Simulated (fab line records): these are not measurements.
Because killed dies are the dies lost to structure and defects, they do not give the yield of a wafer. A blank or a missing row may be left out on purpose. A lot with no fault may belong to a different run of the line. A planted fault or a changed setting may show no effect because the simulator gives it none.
Which tool is to blame? | flow gf180mcu | 12 lots, 36 wafers sampled, at 2 steps of a route of 602

## WHAT THE GAUGES READ, wafer by wafer
GF_CONTACT_OVL_MEAS_15.
lot  | measured     | on         | CONTACT_OVL (nm)
L261 | day 16 01:44 | overlay-02 | 0 -5 -4
L263 | day 16 15:33 | overlay-01 | -6 -3 -5
L266 | day 18 04:38 | overlay-02 | 1 -3 -1
L268 | day 18 18:39 | overlay-02 | -6 -1 -2
L269 | day 19 05:08 | overlay-01 | 1 -6 -4
L272 | day 20 13:38 | overlay-02 | 0 6 3
L273 | day 20 22:03 | overlay-02 | 8 -4 3
L279 | day 22 16:34 | overlay-02 | -4 -1 -4
L280 | day 22 22:56 | overlay-02 | 4 -6 2
L282 | day 23 15:26 | overlay-01 | 3 -6 1
L283 | day 23 20:16 | overlay-01 | -5 2 3
L284 | day 24 07:41 | overlay-01 | -3 1 4

## WHAT TOOL EACH LOT RAN ON (gives the tool, then ch and the chambers of the sampled wafers, and finally the start)
lot  | GF_CONTACT_CMP_04
L261 | cmp-02 ch 1,2,3, day 15 02:58
L263 | cmp-02 ch 0,1,3, day 15 16:47
L266 | cmp-01 ch 2,3, day 17 05:05
L268 | cmp-01 ch 1,2,3, day 17 18:22
L269 | cmp-01 ch 2,3, day 18 04:36
L272 | cmp-01 ch 0,1,3, day 19 13:09
L273 | cmp-01 ch 1,2, day 19 20:56
L279 | cmp-02 ch 1,2,3, day 21 16:26
L280 | cmp-01 ch 0,1,2, day 21 23:10
L282 | cmp-01 ch 0,2,3, day 22 16:02
L283 | cmp-01 ch 0,1,2, day 22 21:35
L284 | cmp-02 ch 0,2,3, day 23 08:59
- GF_CONTACT_CMP_04: polishes SiO2.

## WHAT THE TOOLS THEMSELVES READ (means of the sampled wafers that have a number; where no wafer has one, the mark that the record gives instead)
GF_CONTACT_CMP_04.
lot  | tool   | edge-zone-pressure-frac | motor-current-A (A) | time-to-endpoint-s (s)
L261 | cmp-02 | 1.000                   | 12.9                | 111
L263 | cmp-02 | 1.007                   | 11.9                | 111
L266 | cmp-01 | 1.006                   | 13.4                | 106
L268 | cmp-01 | 0.996                   | 13.4                | 115
L269 | cmp-01 | 1.001                   | 14.3                | 116
L272 | cmp-01 | 1.000                   | 13.5                | 113
L273 | cmp-01 | 0.999                   | 11.9                | 112
L279 | cmp-02 | 0.995                   | 12.7                | 112
L280 | cmp-01 | 1.000                   | 11.8                | 109
L282 | cmp-01 | 1.001                   | 13.2                | 112
L283 | cmp-01 | 1.007                   | 12.0                | 111
L284 | cmp-02 | 1.001                   | 12.8                | 114

## THE ANSWER, worked out from the rows above alone
Rule: the lots themselves supply what counts as usual. The widest of any qualifying gaps counts: lots, ordered by their means at a reading, are off when they make up no more than a third of the lots, leave a main group of 4 or more, and stand apart from it by 3 or more times the standard deviation of that group's means. A main group whose means are all the same, to the digits that the tables above print for the reading, isn't used. A lot without any number at a reading at which 4 lots or more have one is off too. All remaining lots with rows at the step are treated as sound. First the gauges in route order, then the tools' own readings, where a lot's mean is used as printed above. At the first step where some lot is off, the reading lying furthest off is the one used; lots without a number count as furthest.
Across all readings shown, no lot is off: no conclusion can be drawn from this.

## WHAT THE SIMULATOR HAD INSERTED
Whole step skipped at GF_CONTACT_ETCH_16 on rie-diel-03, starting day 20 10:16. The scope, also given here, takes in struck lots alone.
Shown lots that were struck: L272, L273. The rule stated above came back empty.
